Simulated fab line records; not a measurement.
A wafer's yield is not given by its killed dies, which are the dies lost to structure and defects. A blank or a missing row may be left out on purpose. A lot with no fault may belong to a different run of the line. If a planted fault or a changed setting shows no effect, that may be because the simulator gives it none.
Comparing a struck lot with a sound one / flow sky130 / 18 steps out of a route of 708
Sound: wafers L152.1, L152.5, L152.6. The struck wafers were L139.1, L139.5, L139.6. Last of all comes the cause.
Order at every step that has rows: each side's tool, ch and its chambers, its first start. Under that, the readings that differ: sound wafers / struck wafers / difference of the means / sigmas: that difference in standard deviations of wafers without a fault.
alike: words and numbers the same on both sides, and readings whose means are apart by under 2 such deviations; not compared: readings that were withheld, readings missing a value for some wafer, numbers with overlapping values and no deviation given by the record, and bounds like >300 which may hide the same value.
Wherever a step has rows on one side only, a row that says differs or no value, or a row with sigmas, the two part there. Numbers that don't overlap but have no deviation are shown without sigmas and don't part them. Lack of a reading on every wafer of one side parts them only where that side has two or more wafers.

SKY_LDD_HVP_STRIP_09: strips in O2/N2.
  sound on plasmaAsher-02 ch 0,1, day 27 06:05; struck on plasmaAsher-02 ch 0,1, day 22 07:05
  alike: drypumpMotorCurrentA, oesProductAu, stripTimeToEndpointS
  not compared: rfHoursCounterH
SKY_LDD_HVP_TW_MEAS_10:
  sound on filmMetro-01, day 27 06:11; struck on filmMetro-02, day 22 07:11
  alike: LDD_HVP_TW
then, 7 steps without rows for these wafers: SKY_LDD_LDN_DEHYDRATE_00 (time 60 s); SKY_LDD_LDN_HMDS_01 (prime time 60 s); SKY_LDD_LDN_COAT_02 (resist thk 1140 nm); SKY_LDD_LDN_SOFTBAKE_03 (time 60 s); SKY_LDD_LDN_EXPOSE_04 (exposes mask LDNTM, target cd 700 nm); SKY_LDD_LDN_PEB_05; SKY_LDD_LDN_DEVELOP_06 (develop time 60 s).
SKY_LDD_LDN_OVL_MEAS_07:
  sound on overlay-01, day 28 09:22; struck on overlay-02, day 23 12:58
  alike: LDD_LDN_OVL
then, 2 steps without rows for these wafers: SKY_LDD_LDN_IMPLANT_08; SKY_LDD_LDN_IMPLANT_09.
SKY_LDD_LDN_IMPLANT_10:
  sound on implanter-03 ch 0, day 28 09:41; struck on implanter-03 ch 0, day 23 13:37
following that, these wafers have no rows for 1 step: SKY_LDD_LDN_IMPLANT_11.
SKY_LDD_LDN_STRIP_12: strips in O2/N2.
  sound on plasmaAsher-04 ch 0,1, day 28 09:59; struck on plasmaAsher-01 ch 0,1, day 23 13:55
  alike: drypumpMotorCurrentA, oesProductAu, stripTimeToEndpointS
  not compared: rfHoursCounterH
SKY_LDD_LDN_TW_MEAS_13:
  sound on filmMetro-04, day 28 10:05; struck on filmMetro-04, day 23 14:01
reading=LDD_LDN_TW; sound=1456 1458 1458; struck=1560 1565 1554; difference=+102; sigmas=+11
then, 1 step without rows for these wafers: SKY_LDD_LDN_CLEAN_14 (cleans in SC1/SC2, time 150 s).
-- a jump in the record: the struck wafers' starts before and after are 23 days apart (it breaks off in module LDD_LDN and resumes in module PAD_OPEN, where the first step shown is number 708 of the route) --
SKY_PAD_OPEN_PROBE_99:
  sound on prober-01, day 49 18:59; struck on prober-01, day 46 06:29
reading=model.etest.tipSonos.rsOhmSq; sound=2764 2721 2769; struck=2357 2362 2429; difference=-369; sigmas=
  alike: killed_at_M0_to_M3, killed_at_M4_up, killedAtContacts, killedAtFrontEnd, killedAtOther, killedDies, killedOpen, killedShort

## WHERE THEY PART
Only at SKY_LDD_LDN_TW_MEAS_13, as far as this record shows. Later steps at which nothing parts them and some readings are alike: SKY_PAD_OPEN_PROBE_99.

WHY: whatever the simulator had introduced
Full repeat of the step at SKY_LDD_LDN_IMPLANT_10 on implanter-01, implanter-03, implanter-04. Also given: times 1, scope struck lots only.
